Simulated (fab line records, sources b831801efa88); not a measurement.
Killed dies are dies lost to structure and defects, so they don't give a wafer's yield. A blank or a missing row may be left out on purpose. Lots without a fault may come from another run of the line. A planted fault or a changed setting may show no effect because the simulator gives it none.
Chamber matching | flow sky130 | SKY_VIA1_ETCH_15 on rie_diel-03: 4 sister chambers
The step etches SiO2 in C4F8/O2/Ar, stops on TiN, target depth 351 nm, time 54 s. 27 wafers are shown with their chamber, then 12 later ones without.

WAFERS WITH THEIR CHAMBER
wafer  | chamber | oes_product_au (a.u.)
L076.2 | 2       | 0.981
L076.3 | 3       | 0.976
L076.6 | 2       | 0.981
L078.1 | 0       | 0.992
L078.2 | 1       | 0.982
L078.6 | 3       | 0.972
L079.1 | 1       | 0.984
L079.4 | 1       | 0.973
L079.6 | 0       | 0.988
L081.1 | 2       | 0.991
L081.4 | 1       | 0.988
L081.5 | 3       | 0.974
L082.1 | 0       | 0.987
L082.2 | 3       | 0.977
L082.3 | 1       | 0.986
L082.4 | 2       | 0.982
L082.5 | 3       | 0.980
L082.6 | 0       | 0.983
L084.1 | 1       | 0.979
L084.4 | 0       | 0.983
L084.6 | 1       | 0.985
L085.3 | 0       | 0.983
L085.4 | 2       | 0.976
L085.6 | 2       | 0.985
L087.2 | 0       | 0.983
L087.5 | 2       | 0.982
L087.6 | 3       | 0.975

SIGNATURES (means of the wafers above)
reading        | chamber 0 | chamber 1 | chamber 2 | chamber 3 | scatter within a chamber
oes_product_au | 0.98557   | 0.98243   | 0.98257   | 0.97567   | 0.00413
Rule: a wafer's distance from a chamber is the root of the sum, over the readings, of the square of ((its reading less the chamber's mean) divided by the reading's scatter). The wafer belongs to the nearest chamber; if the next one is less than 2 further off, it can't be placed. The scatter: the root of (the sum of the squares of (reading less its chamber's mean) over the shown wafers, divided by (wafers less chambers)).

WAFERS WITHOUT THEIR CHAMBER
wafer  | oes_product_au (a.u.)
L091.1 | 0.986
L091.2 | 0.982
L091.3 | 0.982
L091.4 | 0.978
L091.5 | 0.977
L091.6 | 0.990
L094.2 | 0.979
L094.3 | 0.971
L094.6 | 0.972
L095.3 | 0.985
L095.4 | 0.983
L095.5 | 0.980

WHICH CHAMBER EACH WENT THROUGH
wafer  | from the rows above               | in truth
L091.1 | can't be placed: 0 or 2 or 1      | 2
L091.2 | can't be placed: 1 or 2 or 0 or 3 | 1
L091.3 | can't be placed: 1 or 2 or 0 or 3 | 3
L091.4 | can't be placed: 3 or 1 or 2 or 0 | 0
L091.5 | can't be placed: 3 or 1 or 2 or 0 | 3
L091.6 | can't be placed: 0 or 2 or 1      | 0
L094.2 | can't be placed: 3 or 1 or 2 or 0 | 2
L094.3 | can't be placed: 3 or 1 or 2      | 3
L094.6 | can't be placed: 3 or 1 or 2      | 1
L095.3 | can't be placed: 0 or 2 or 1      | 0
L095.4 | can't be placed: 2 or 1 or 0 or 3 | 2
L095.5 | can't be placed: 1 or 2 or 3 or 0 | 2
Placed correctly: 0 of 12. Can't be placed from these rows: 12 (the true chamber is among the candidates in 12). Placed wrongly: 0.
